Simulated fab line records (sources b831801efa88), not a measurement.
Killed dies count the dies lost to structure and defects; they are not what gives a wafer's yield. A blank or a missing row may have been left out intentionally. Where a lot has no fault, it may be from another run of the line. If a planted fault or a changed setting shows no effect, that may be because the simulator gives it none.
Check of tool commonality ; flow gf180mcu ; 12 lots, 36 wafers sampled

== REASON FOR OPENING ==
2 of 12 lots carry a flag on the reading M3_ALCU_THK at GF_M3_THK_MEAS_06. No-fault wafers: 446 nm, standard deviation 5.1.
Rule: flag the lot when none of its wafers has a number, or when each of its wafers that has one lies beyond 4 standard deviations from that mean. All remaining lots are regarded as sound.

lot;measured;on;M3_ALCU_THK (nm), wafer by wafer;flag
L281;day 20 14:05;filmMetro-04;452 447 446;
L283;day 21 02:55;filmMetro-03;438 445 440;
L285;day 21 18:31;filmMetro-01;445 441 442;
L286;day 22 05:00;filmMetro-03;447 446 450;
L289;day 23 10:45;filmMetro-01;450 445 445;
L291;day 24 05:03;filmMetro-04;440 440 443;
L293;day 25 00:46;filmMetro-04;435 431 436;
L294;day 25 01:10;filmMetro-04;448 454 450;
L300;day 26 21:47;filmMetro-01;479 477 479;FLAGGED
L301;day 27 14:18;filmMetro-03;472 474 470;FLAGGED
L302;day 27 20:31;filmMetro-03;449 445 442;
L303;day 28 04:07;filmMetro-04;442 445 442;
Average over the flagged lots: 475 nm; offset from the usual +29 nm, equal to +6 standard deviations.

== EACH LOT AND THE TOOL IT RAN ON ==
Before the reading, the record contains 3 process steps out of a 602-step route. In each cell: the tool, then ch and the chambers that the sampled wafers went through, then the start.
lot;flag;GF_M2_METAL_ETCH_16;GF_V2_SOFTBAKE_10;GF_M3_SPUTTER_04
L281;;rieMetal-01 ch 0,1, day 19 09:55;lithoTrack-02 ch 0, day 20 13:55 or earlier;pvdSputter-03, day 20 13:55
L283;;rieMetal-01 ch 0,1, day 19 23:30;lithoTrack-02 ch 0, day 21 02:46 or earlier;pvdSputter-03, day 21 02:46
L285;;rieMetal-01 ch 0,1, day 20 15:24;lithoTrack-01 ch 0, day 21 18:21 or earlier;pvdSputter-02, day 21 18:21
L286;;rieMetal-02 ch 0,1, day 21 01:45;lithoTrack-01 ch 0, day 22 04:50 or earlier;pvdSputter-04, day 22 04:50
L289;;rieMetal-02 ch 0,1, day 22 08:22;lithoTrack-02 ch 0, day 23 10:35 or earlier;pvdSputter-02, day 23 10:35
L291;;rieMetal-02 ch 0,1, day 23 02:37;lithoTrack-03 ch 0, day 24 04:53 or earlier;pvdSputter-04, day 24 04:53
L293;;rieMetal-01 ch 0,1, day 23 20:25;lithoTrack-01 ch 0, day 25 00:36 or earlier;pvdSputter-02, day 25 00:36
L294;;rieMetal-03 ch 0,1, day 23 21:48;lithoTrack-01 ch 0, day 25 00:59 or earlier;pvdSputter-04, day 25 00:59
L300;FLAGGED;rieMetal-03 ch 0,1, day 25 21:58;lithoTrack-02 ch 0, day 26 21:37 or earlier;pvdSputter-04, day 26 21:37
L301;FLAGGED;rieMetal-02 ch 0,1, day 26 14:33;lithoTrack-02 ch 0, day 27 14:08 or earlier;pvdSputter-04, day 27 14:08
L302;;rieMetal-01 ch 0,1, day 26 21:27;lithoTrack-01 ch 0, day 27 20:22 or earlier;pvdSputter-02, day 27 20:22
L303;;rieMetal-03 ch 0,1, day 27 05:45;lithoTrack-01 ch 0, day 28 03:56 or earlier;pvdSputter-02, day 28 03:56
What these steps do:
- GF_M2_METAL_ETCH_16: etches the open film in Cl2/BCl3, stops on SiO2, target depth 750.8 nm, time 125.1 s.
- GF_V2_SOFTBAKE_10: time 62.23 s.
- GF_M3_SPUTTER_04: material TiN, target thk 50 nm, time 41.7 s.
- GF_M3_THK_MEAS_06: measures by xrf.

== FLAGGED OVER TOTAL, TOOL BY TOOL (the gauges that took the reading come last) ==
step;tool;lots run;flagged;share of the flagged lots;sound lots run after its first flagged lot
GF_M2_METAL_ETCH_16;rieMetal-01;5;0;none;-
GF_M2_METAL_ETCH_16;rieMetal-02;4;1;some;0
GF_M2_METAL_ETCH_16;rieMetal-03;3;1;some;1 (L303)
GF_V2_SOFTBAKE_10;lithoTrack-01;6;0;none;-
GF_V2_SOFTBAKE_10;lithoTrack-02;5;2;all;0
GF_V2_SOFTBAKE_10;lithoTrack-03;1;0;none;-
GF_M3_SPUTTER_04;pvdSputter-02;5;0;none;-
GF_M3_SPUTTER_04;pvdSputter-03;2;0;none;-
GF_M3_SPUTTER_04;pvdSputter-04;5;2;all;0
GF_M3_THK_MEAS_06;filmMetro-01;3;1;some;0
GF_M3_THK_MEAS_06;filmMetro-03;4;1;some;1 (L302)
GF_M3_THK_MEAS_06;filmMetro-04;5;0;none;-
GF_V2_SOFTBAKE_10: start missing for some lots; hours and lot order therefore follow GF_M3_SPUTTER_04.

== WHAT THE TABLE ALLOWS ==
2 rows of the table ran every flagged lot: lithoTrack-02 at GF_V2_SOFTBAKE_10, pvdSputter-04 at GF_M3_SPUTTER_04.
- lithoTrack-02 at GF_V2_SOFTBAKE_10: 2 of its 5 lots flagged. A fault beginning between L289 (day 23 10:35), its last sound lot, and L300 (day 26 21:37), its first flagged one, fits the data.
- pvdSputter-04 at GF_M3_SPUTTER_04: 2 of its 5 lots flagged. A fault beginning between L294 (day 25 00:59), its last sound lot, and L300 (day 26 21:37), its first flagged one, fits the data.
These 2 tools cannot be told apart by counting lots, since each of them fits a fault that started at some hour. More lots, or a look at what each step does to the wafer, might.

== WHAT HAD BEEN PUT IN BY THE SIMULATOR ==
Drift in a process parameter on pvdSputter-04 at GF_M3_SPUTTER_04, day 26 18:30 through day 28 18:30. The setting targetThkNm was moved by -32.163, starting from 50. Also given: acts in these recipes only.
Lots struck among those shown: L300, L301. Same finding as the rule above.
